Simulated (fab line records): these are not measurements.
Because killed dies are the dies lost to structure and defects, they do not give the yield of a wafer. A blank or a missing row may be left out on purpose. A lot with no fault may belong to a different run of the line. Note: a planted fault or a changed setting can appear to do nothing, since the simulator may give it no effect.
One fault through the eyes of 2 desks + flow sky130 + each desk has only its own numbers; what lay behind them comes last

== FROM THE METROLOGY DESK ==
Lot by lot, what the gauges showed, no matter which tool ran the lot: averages of those sampled wafers that carry a number. A lot is out of limits, marked OUT, if its mean lies more than 4 standard deviations from the usual mean; the brackets give that distance.
Columns: A = cd-nm at SKY_METAL3_CD_MEAS_13, usual 300.3 nm; B = VIA3_OVL at SKY_VIA3_OVL_MEAS_13, usual 1 nm; C = CAP2M_CVD_00_THK at SKY_CAP2M_THK_MEAS_01, usual 15.47 nm
| lot  | first seen here | A     | B  | C                |
|------|-----------------|-------|----|------------------|
| L198 | day 40 08:51    | 299.9 | -1 | 15.10            |
| L201 | day 40 11:18    | 303.9 | 2  | 15.09            |
| L206 | day 41 08:02    | 301.9 | 3  | 14.43 (-4.3) OUT |
| L208 | day 41 23:06    | 299.4 | 1  | 15.48            |
| L209 | day 42 02:48    | 299.2 | -1 | 15.72            |
| L210 | day 42 11:38    | 300.4 | -5 | 15.50            |
| L211 | day 42 14:56    | 301.9 | -2 | 15.69            |
| L213 | day 43 03:20    | 301.2 | -4 | 15.51            |
| L214 | day 43 16:21    | 303.1 | 1  | 15.49            |
| L216 | day 43 22:40    | 299.2 | -5 | 15.40            |
| L217 | day 44 04:53    | 297.5 | 8  | 15.62            |
Per this desk, out of limits: L206; the first was L206, day 42 10:54 (CAP2M_CVD_00_THK at SKY_CAP2M_THK_MEAS_01). In limits: L198, L201, L208, L209, L210, L211, L213, L214, L216, L217.

== FOR THE TOOL OWNER'S DESK: pecvd-03 ==
The tool's own readings at SKY_CAP2M_CVD_00 (deposits SiO2, target thk 15.5 nm): means of the sampled wafers that have a number, for each lot that ran on this tool. A lot is out of limits, marked OUT, if its mean lies more than 4 standard deviations from the usual mean; the brackets give that distance.
Columns: A = heater-power-w at SKY_CAP2M_CVD_00, usual 760 W
| lot  | first seen here | A   |
|------|-----------------|-----|
| L201 | day 41 14:38    | 687 |
| L206 | day 42 10:51    | 798 |
| L209 | day 43 05:29    | 707 |
| L213 | day 44 04:16    | 787 |
| L214 | day 44 18:03    | 736 |
| L217 | day 45 05:25    | 799 |
Result from this desk: across the 6 lots, nothing is out of limits.

== BROUGHT TOGETHER ==
On L206, the metrology desk was in a position to raise an alarm at day 42 10:54.
The desk of the tool owner found nothing out of limits.
Tool owner's desk: L206 on record, inside its limits.
All the named lots went through SKY_CAP2M_CVD_00 on pecvd-03.

== WHAT THE SIMULATOR PUT IN ==
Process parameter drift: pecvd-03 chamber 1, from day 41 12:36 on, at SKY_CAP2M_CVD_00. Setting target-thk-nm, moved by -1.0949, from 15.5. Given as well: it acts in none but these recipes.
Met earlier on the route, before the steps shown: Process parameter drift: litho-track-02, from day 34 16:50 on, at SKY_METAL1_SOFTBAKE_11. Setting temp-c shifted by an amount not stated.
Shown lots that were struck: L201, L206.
Hours from the fault's start to each desk's first reading out of limits: the metrology desk, 22.
